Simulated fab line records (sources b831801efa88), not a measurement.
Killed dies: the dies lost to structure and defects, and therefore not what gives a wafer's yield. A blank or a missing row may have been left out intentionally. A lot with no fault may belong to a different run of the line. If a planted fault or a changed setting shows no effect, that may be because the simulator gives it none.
A struck lot beside a sound one | flow gf180mcu | 16 out of 602 route steps
Sound: wafers L745.1, L745.2, L745.3. Struck: wafers L757.2, L757.5, L757.6. The cause comes at the end.
Per side, at each step with rows, come the tool, then ch with its chambers, and then its first start. Under that, the readings that differ: sound wafers | struck wafers | difference of the means | sigmas: that difference in standard deviations of wafers without a fault.
alike: readings with means less than 2 such deviations apart, plus words and numbers identical on both sides. not compared: withheld readings, readings lacking a value on some wafer, bounds such as >300 that could conceal the same value, and numbers that have no deviation in the record and whose values overlap.
Wherever a step has rows on one side only, a row that says differs or no value, or a row with sigmas, the two part there. Numbers that have no deviation but don't overlap get no sigmas and don't part them. A reading that every wafer of one side lacks parts them only if that side has two wafers or more.

first, 4 steps without rows for these wafers: GF_M1_SOFTBAKE_10 (time 60 s); GF_M1_EXPOSE_11 (exposes mask Metal1, target cd 230 nm); GF_M1_PEB_12 (peb time 90 s); GF_M1_DEVELOP_13 (develop time 60 s).
GF_M1_CD_MEAS_14: target cd 230 nm.
  sound on cd sem-02, day 20 15:48; struck on cd sem-02, day 24 07:01
  alike: cd nm
GF_M1_OVL_MEAS_15:
  sound on overlay-02, day 20 15:55; struck on overlay-02, day 24 07:08
  alike: M1_OVL
GF_M1_METAL_ETCH_16: etches the open film in Cl2/BCl3, stops on SiO2, target depth 750.8 nm, time 125.1 s.
  sound on rie metal-03 ch 0,1, day 20 15:58; struck on rie metal-02 ch 0, day 24 07:12
  reading                     | sound       | struck      | difference | sigmas
  drypump motor current A (A) | 5.4 6.5 5.4 | 4.7 4.7 4.7 | -1.1       | -2
  alike: oes product au, throttle valve pct
  not compared: rf hours counter h
GF_M1_STRIP_17: strips in O2/N2.
  sound on plasma asher-03 ch 0,1, day 20 16:05; struck on plasma asher-04 ch 0,1, day 24 07:25
  alike: drypump motor current A, heater power w, n2 flow sccm, oes product au, strip time to endpoint s
  not compared: rf hours counter h
then, 3 steps without rows for these wafers: GF_M1_STRIP_18 (strips in post etch residue remover, time 1200 s); GF_M1_CLEAN_19 (cleans in DIW); GF_V1_CVD_00 (deposits SiO2, target thk 600 nm, time 100 s).
GF_V1_THK_MEAS_01:
  sound on film metro-01, day 20 16:42; struck on film metro-01, day 24 08:04
  alike: V1_CVD_00_THK
GF_V1_CVD_02: deposits SiO2 from TEOS, target thk 850 nm, time 94.851 s.
  sound on pecvd-03 ch 0,1,2, day 20 16:46; struck on pecvd-03 ch 0,2, day 24 08:07
  reading                             | sound             | struck            | difference | sigmas
  run length s (s)                    | 123.0 122.8 122.1 | 157.9 158.2 157.8 | +35.3      | +64
  model.SiO2_of_V1_CVD_02.thk nm (nm) | 843.8 841.1 847.8 | 1160 1182 1179    | +329       |
  alike: heater power w
GF_V1_THK_MEAS_03:
  sound on film metro-01, day 20 16:50; struck on film metro-01, day 24 08:11
  reading            | sound       | struck         | difference | sigmas
  V1_CVD_02_THK (nm) | 845 840 848 | 1160 1182 1178 | +329       | +34
GF_V1_CMP_04: polishes SiO2.
  sound on cmp-01 ch 0,1,2, day 20 16:53; struck on cmp-01 ch 1,2,3, day 24 08:23
  reading                | sound    | struck      | difference | sigmas
  time to endpoint s (s) | 78 75 79 | 194 198 199 | +120       | +23
  alike: motor current A, slurry flow ml min
GF_V1_BOW_MEAS_05:
  sound on film metro-02, day 20 17:11; struck on film metro-04, day 24 08:34
  alike: V1_BOW

== WHERE THEY PART ==
At GF_M1_METAL_ETCH_16 first; at GF_V1_CMP_04 last (within this record only). Later steps at which nothing parts them and some readings are alike: GF_V1_BOW_MEAS_05.

WHY: whatever the simulator had introduced
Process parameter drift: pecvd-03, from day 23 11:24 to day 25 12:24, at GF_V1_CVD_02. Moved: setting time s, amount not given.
